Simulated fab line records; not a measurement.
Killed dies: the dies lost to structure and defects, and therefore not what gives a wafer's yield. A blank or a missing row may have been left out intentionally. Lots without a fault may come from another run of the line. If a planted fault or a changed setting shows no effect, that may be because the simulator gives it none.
Split-lot trial    flow gf180mcu    route with 602 steps; 5 lots, 23 wafers read

== SPLIT DETAILS ==
At GF_M3_SPUTTER_04 (material TiN, target thk 50 nm, time 41.7 s), the setting time-s was moved away from the recipe's 41.7 s on 10 of the 23 wafers read, by -9.0% to +12.8%. This setting was run at the recipe's value on the other wafers.

The split's own step is where the reading is taken.

== THE READING ==
TiN_of_M3_SPUTTER_04.thk-nm (the simulator's own value, which no gauge read), in nm, at GF_M3_SPUTTER_04 (material TiN, target thk 50 nm, time 41.7 s). The file gives no usual value for it. The 13 wafers here that ran the recipe average 49.78 nm, standard deviation 0.38 nm.

wafer   tool, chamber at the split  time-s as run, s  against the recipe  TiN_of_M3_SPUTTER_04.thk-nm, nm  against lot-mates on the recipe
L074.1  pvd-sputter-01, -           41.7              recipe              50.24                            -
L074.2  pvd-sputter-01, -           41.7              recipe              49.77                            -
L074.3  pvd-sputter-01, -           44.03             +5.6%               52.94                            +2.85
L074.4  pvd-sputter-01, -           41.7              recipe              50.26                            -
L074.5  pvd-sputter-01, -           44.03             +5.6%               52.27                            +2.18
L078.1  pvd-sputter-03, -           41.7              recipe              49.75                            -
L078.3  pvd-sputter-03, -           47.04             +12.8%              56.22                            +6.39
L078.4  pvd-sputter-03, -           47.04             +12.8%              55.87                            +6.04
L078.5  pvd-sputter-03, -           47.04             +12.8%              56.07                            +6.24
L078.6  pvd-sputter-03, -           41.7              recipe              49.91                            -
L082.1  pvd-sputter-03, -           46.72             +12.0%              55.23                            +5.43
L082.3  pvd-sputter-03, -           41.7              recipe              49.99                            -
L082.4  pvd-sputter-03, -           41.7              recipe              49.62                            -
L082.5  pvd-sputter-03, -           46.72             +12.0%              55.4                             +5.60
L082.6  pvd-sputter-03, -           41.7              recipe              49.8                             -
L084.1  pvd-sputter-04, -           41.7              recipe              50.29                            -
L084.3  pvd-sputter-04, -           37.94             -9.0%               45.08                            -5.03
L084.4  pvd-sputter-04, -           41.7              recipe              49.92                            -
L084.5  pvd-sputter-04, -           37.94             -9.0%               45.55                            -4.56
L084.6  pvd-sputter-04, -           37.94             -9.0%               45.36                            -4.75
L085.3  pvd-sputter-03, -           41.7              recipe              49.1                             -
L085.5  pvd-sputter-03, -           41.7              recipe              49.35                            -
L085.6  pvd-sputter-03, -           41.7              recipe              49.16                            -

FIT RESULTS
A straight line over all 23 wafers: TiN_of_M3_SPUTTER_04.thk-nm changes by +0.484 nm for each +1% of time-s; r = +0.99; the points scatter about the line by 0.34 nm.
The same after taking each lot's own level away (the mean of its wafers on the recipe; 23 wafers): +0.491 nm for each +1%; r = +1.00; scatter 0.25 nm.
On that fit, the largest move of time-s shifts the reading by 6.3 nm.
The lots' own levels span 49.203 to 50.105 nm, that is 2.4 times the standard deviation above.
So the lot-to-lot level changes the slope little: the two slopes agree.
Check: +6.14 nm against its lot-mates is what the line predicts for one of the wafers moved furthest among these (+12.8%) when that wafer is left out of the fit. It came out at +6.39 nm against them.

== THESE WAFERS: OTHER SPLITS ==
Other splits were also applied to these wafers ahead of the reading. Each is held against what the fit with the lots' levels taken away leaves over:
other split on the same wafers        wafers away from the commonest value  r with TiN_of_M3_SPUTTER_04.thk-nm (lot level and that fit taken away)
GF_V1_PEB_12 peb-temp-c               5                                     +0.08
GF_V1_SPUTTER_21 power-w              8                                     -0.10
GF_M2_SPUTTER_00 chamber-pressure-pa  15                                    +0.31
GF_V2_CMP_04 leave-above-ref-nm       10                                    +0.15
GF_V2_PEB_12 peb-time-s               9                                     +0.00
GF_V2_ETCH_16 ion-energy-ev           10                                    +0.42
GF_M3_SPUTTER_02 time-s               4                                     +0.35

== THE FILE'S OWN FIT ==
TiN_of_M3_SPUTTER_04.thk-nm changes by +0.482 nm for each +1% of time-s, r = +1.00.
